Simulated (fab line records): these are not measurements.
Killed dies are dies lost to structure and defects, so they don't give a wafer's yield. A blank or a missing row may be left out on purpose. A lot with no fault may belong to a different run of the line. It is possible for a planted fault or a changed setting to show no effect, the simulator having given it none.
Which tool was responsible? / flow sky130 / Sampling: 13 lots, 39 wafers, 4 of 708 route steps

## WHAT THE GAUGES READ, wafer by wafer
SKY_VT_ADJUST_PCH_TW_MEAS_10. Usual: VT_ADJUST_PCH_TW typically reads 142.0, with standard deviation 0.9.
lot=L963; measured=day 10 15:10; on=film-metro-02; VT_ADJUST_PCH_TW=143.4 142.2 143.4; flag=
lot=L964; measured=day 10 19:04; on=film-metro-01; VT_ADJUST_PCH_TW=141.3 141.9 142.3; flag=
lot=L965; measured=day 11 00:15; on=film-metro-03; VT_ADJUST_PCH_TW=142.0 141.6 142.3; flag=
lot=L966; measured=day 11 06:38; on=film-metro-02; VT_ADJUST_PCH_TW=143.5 143.9 143.4; flag=
lot=L967; measured=day 11 19:26; on=film-metro-03; VT_ADJUST_PCH_TW=142.7 141.6 141.3; flag=
lot=L971; measured=day 12 20:22; on=film-metro-02; VT_ADJUST_PCH_TW=142.7 142.7 142.3; flag=
lot=L976; measured=day 14 18:22; on=film-metro-03; VT_ADJUST_PCH_TW=140.8 141.0 140.2; flag=
lot=L977; measured=day 14 23:54; on=film-metro-03; VT_ADJUST_PCH_TW=141.6 141.2 140.6; flag=
lot=L978; measured=day 15 09:37; on=film-metro-01; VT_ADJUST_PCH_TW=140.6 140.7 140.8; flag=
lot=L979; measured=day 15 13:28; on=film-metro-03; VT_ADJUST_PCH_TW=142.2 142.1 142.5; flag=
lot=L983; measured=day 16 16:00; on=film-metro-01; VT_ADJUST_PCH_TW=140.6 141.2 140.8; flag=
lot=L984; measured=day 17 00:48; on=film-metro-03; VT_ADJUST_PCH_TW=142.9 142.2 142.7; flag=
lot=L985; measured=day 18 09:20; on=film-metro-03; VT_ADJUST_PCH_TW=141.6 141.5 141.7; flag=

SKY_SONOS_ONO_CD_MEAS_13: target cd 410 nm. Usual: cd-nm at 409.2 nm, with a standard deviation of 2.3.
lot=L963; measured=day 13 01:44; on=cd-sem-01; cd-nm (nm)=409.1 408.3 406.3; flag=
lot=L964; measured=day 13 01:55; on=cd-sem-02; cd-nm (nm)=412.7 409.0 411.6; flag=
lot=L965; measured=day 13 11:13; on=cd-sem-02; cd-nm (nm)=407.7 408.4 410.3; flag=
lot=L966; measured=day 13 10:22; on=cd-sem-01; cd-nm (nm)=411.5 407.7 406.5; flag=
lot=L967; measured=day 14 02:04; on=cd-sem-01; cd-nm (nm)=407.5 408.4 408.3; flag=
lot=L971; measured=day 15 05:14; on=cd-sem-02; cd-nm (nm)=410.1 409.1 408.6; flag=
lot=L976; measured=day 17 07:23; on=cd-sem-01; cd-nm (nm)=409.9 410.9 409.2; flag=
lot=L977; measured=day 17 12:23; on=cd-sem-01; cd-nm (nm)=412.7 412.0 413.5; flag=
lot=L978; measured=day 17 21:43; on=cd-sem-02; cd-nm (nm)=406.7 406.2 408.3; flag=
lot=L979; measured=day 18 07:17; on=cd-sem-02; cd-nm (nm)=407.5 409.2 408.3; flag=
lot=L983; measured=day 19 09:18; on=cd-sem-02; cd-nm (nm)=408.4 410.3 408.4; flag=
lot=L984; measured=day 20 03:40; on=cd-sem-02; cd-nm (nm)=413.3 413.0 412.0; flag=
lot=L985; measured=day 21 02:30; on=cd-sem-01; cd-nm (nm)=407.6 408.8 409.6; flag=

## WHAT TOOL EACH LOT RAN ON (gives the tool, then ch and the chambers of the sampled wafers, and finally the start)
lot=L963; SKY_FIELD_ISO_WET_ETCH_18=wet-bench-02 ch 1, day 2 11:25; SKY_VT_ADJUST_LVTN_STRIP_20=plasma-asher-04 ch 0,1, day 8 02:12
lot=L964; SKY_FIELD_ISO_WET_ETCH_18=wet-bench-02 ch 1, day 2 15:31; SKY_VT_ADJUST_LVTN_STRIP_20=plasma-asher-03 ch 0,1, day 8 05:00
lot=L965; SKY_FIELD_ISO_WET_ETCH_18=wet-bench-02 ch 1, day 2 20:18; SKY_VT_ADJUST_LVTN_STRIP_20=plasma-asher-04 ch 0,1, day 8 09:28
lot=L966; SKY_FIELD_ISO_WET_ETCH_18=wet-bench-01 ch 2, day 3 01:16; SKY_VT_ADJUST_LVTN_STRIP_20=plasma-asher-03 ch 0,1, day 8 15:04
lot=L967; SKY_FIELD_ISO_WET_ETCH_18=wet-bench-02 ch 1, day 3 07:21; SKY_VT_ADJUST_LVTN_STRIP_20=plasma-asher-04 ch 0,1, day 9 02:03
lot=L971; SKY_FIELD_ISO_WET_ETCH_18=wet-bench-01 ch 0, day 4 05:10; SKY_VT_ADJUST_LVTN_STRIP_20=plasma-asher-03 ch 0,1, day 10 01:20
lot=L976; SKY_FIELD_ISO_WET_ETCH_18=wet-bench-01 ch 0, day 5 10:55; SKY_VT_ADJUST_LVTN_STRIP_20=plasma-asher-02 ch 0,1, day 11 15:28
lot=L977; SKY_FIELD_ISO_WET_ETCH_18=wet-bench-01 ch 1, day 5 15:25; SKY_VT_ADJUST_LVTN_STRIP_20=plasma-asher-04 ch 0,1, day 11 21:58
lot=L978; SKY_FIELD_ISO_WET_ETCH_18=wet-bench-03 ch 0, day 5 19:39; SKY_VT_ADJUST_LVTN_STRIP_20=plasma-asher-04 ch 0,1, day 12 06:02
lot=L979; SKY_FIELD_ISO_WET_ETCH_18=wet-bench-02 ch 0, day 5 22:43; SKY_VT_ADJUST_LVTN_STRIP_20=plasma-asher-02 ch 0,1, day 12 08:30
lot=L983; SKY_FIELD_ISO_WET_ETCH_18=wet-bench-03 ch 1, day 6 18:01; SKY_VT_ADJUST_LVTN_STRIP_20=plasma-asher-03 ch 0,1, day 13 07:21
lot=L984; SKY_FIELD_ISO_WET_ETCH_18=wet-bench-03 ch 3, day 7 01:52; SKY_VT_ADJUST_LVTN_STRIP_20=plasma-asher-03 ch 1, day 13 14:57
lot=L985; SKY_FIELD_ISO_WET_ETCH_18=wet-bench-03 ch 3, day 7 09:49; SKY_VT_ADJUST_LVTN_STRIP_20=plasma-asher-03 ch 0,1, day 14 20:53
- SKY_FIELD_ISO_WET_ETCH_18: etches Si3N4 in H3PO4, target depth 25 nm, time 286 s.
- SKY_VT_ADJUST_LVTN_STRIP_20: strips in O2/N2.

## AS READ BY THE TOOLS THEMSELVES (means over the sampled wafers that have a number; for cases with no such wafer, the mark the record gives instead)
SKY_FIELD_ISO_WET_ETCH_18. Usual: run-length-s at 313 s, with a standard deviation of 3.6.
lot=L963; tool=wet-bench-02; run-length-s (s)=310; flag=
lot=L964; tool=wet-bench-02; run-length-s (s)=309; flag=
lot=L965; tool=wet-bench-02; run-length-s (s)=310; flag=
lot=L966; tool=wet-bench-01; run-length-s (s)=320; flag=
lot=L967; tool=wet-bench-02; run-length-s (s)=309; flag=
lot=L971; tool=wet-bench-01; run-length-s (s)=312; flag=
lot=L976; tool=wet-bench-01; run-length-s (s)=60; flag=OFF
lot=L977; tool=wet-bench-01; run-length-s (s)=58; flag=OFF
lot=L978; tool=wet-bench-03; run-length-s (s)=312; flag=
lot=L979; tool=wet-bench-02; run-length-s (s)=322; flag=
lot=L983; tool=wet-bench-03; run-length-s (s)=314; flag=
lot=L984; tool=wet-bench-03; run-length-s (s)=311; flag=
lot=L985; tool=wet-bench-03; run-length-s (s)=312; flag=

SKY_VT_ADJUST_LVTN_STRIP_20. Usual: drypump-motor-current-A 5.4 A, standard deviation 0.43; oes-product-au 0.716 a.u., standard deviation 0.0045; strip-time-to-endpoint-s 14.18 s, standard deviation 0.037.
lot=L963; tool=plasma-asher-04; drypump-motor-current-A (A)=5.7; oes-product-au (a.u.)=0.715; strip-time-to-endpoint-s (s)=14.20; flag=
lot=L964; tool=plasma-asher-03; drypump-motor-current-A (A)=4.9; oes-product-au (a.u.)=0.715; strip-time-to-endpoint-s (s)=14.15; flag=
lot=L965; tool=plasma-asher-04; drypump-motor-current-A (A)=5.6; oes-product-au (a.u.)=0.719; strip-time-to-endpoint-s (s)=14.15; flag=
lot=L966; tool=plasma-asher-03; drypump-motor-current-A (A)=4.9; oes-product-au (a.u.)=0.715; strip-time-to-endpoint-s (s)=14.18; flag=
lot=L967; tool=plasma-asher-04; drypump-motor-current-A (A)=5.7; oes-product-au (a.u.)=0.715; strip-time-to-endpoint-s (s)=14.20; flag=
lot=L971; tool=plasma-asher-03; drypump-motor-current-A (A)=4.9; oes-product-au (a.u.)=0.714; strip-time-to-endpoint-s (s)=14.20; flag=
lot=L976; tool=plasma-asher-02; drypump-motor-current-A (A)=5.6; oes-product-au (a.u.)=0.711; strip-time-to-endpoint-s (s)=14.20; flag=
lot=L977; tool=plasma-asher-04; drypump-motor-current-A (A)=5.7; oes-product-au (a.u.)=0.713; strip-time-to-endpoint-s (s)=14.12; flag=
lot=L978; tool=plasma-asher-04; drypump-motor-current-A (A)=5.7; oes-product-au (a.u.)=0.719; strip-time-to-endpoint-s (s)=14.21; flag=
lot=L979; tool=plasma-asher-02; drypump-motor-current-A (A)=5.7; oes-product-au (a.u.)=0.716; strip-time-to-endpoint-s (s)=14.19; flag=
lot=L983; tool=plasma-asher-03; drypump-motor-current-A (A)=4.9; oes-product-au (a.u.)=0.719; strip-time-to-endpoint-s (s)=14.17; flag=
lot=L984; tool=plasma-asher-03; drypump-motor-current-A (A)=5.0; oes-product-au (a.u.)=0.719; strip-time-to-endpoint-s (s)=14.18; flag=
lot=L985; tool=plasma-asher-03; drypump-motor-current-A (A)=4.9; oes-product-au (a.u.)=0.717; strip-time-to-endpoint-s (s)=14.16; flag=

## THE ANSWER, worked out from the rows above alone
Rule: a lot counts as off when the mean over its wafers that have a number is more than 3 standard deviations away from the usual mean. A lot without any number at a reading at which 4 lots or more have one is off too. Where the step has rows for the other lots, those lots are counted as sound. First the gauges in route order, then the tools' own readings, where a lot's mean is used as printed above. The first step at which some lot is off is used, and at that step the reading that is off furthest; a lot without a number counts as furthest.
Off: L976, L977, at SKY_FIELD_ISO_WET_ETCH_18 (run-length-s).
If a tool, at that step or one of the process steps before it, ran each lot that is off and ran no sound lot following the first of them, it fits. One candidate fits, namely wet-bench-01 at SKY_FIELD_ISO_WET_ETCH_18. A fault onset in the window from L971 (day 4 05:10, its last sound lot) to L976 (day 5 10:55, its first lot off) fits.
On the lots that are off, the tool's own readings at SKY_FIELD_ISO_WET_ETCH_18 differ by more than 5 times the standard deviation of the sound lots' means, which bears it out; run-length-s reads 59 s there versus 313 s on the sound lots.

## WHAT THE SIMULATOR PUT IN
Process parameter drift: wet-bench-01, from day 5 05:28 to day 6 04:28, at SKY_FIELD_ISO_WET_ETCH_18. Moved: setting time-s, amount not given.
Shown lots that were struck: L976, L977. This agrees with what the rule above found.
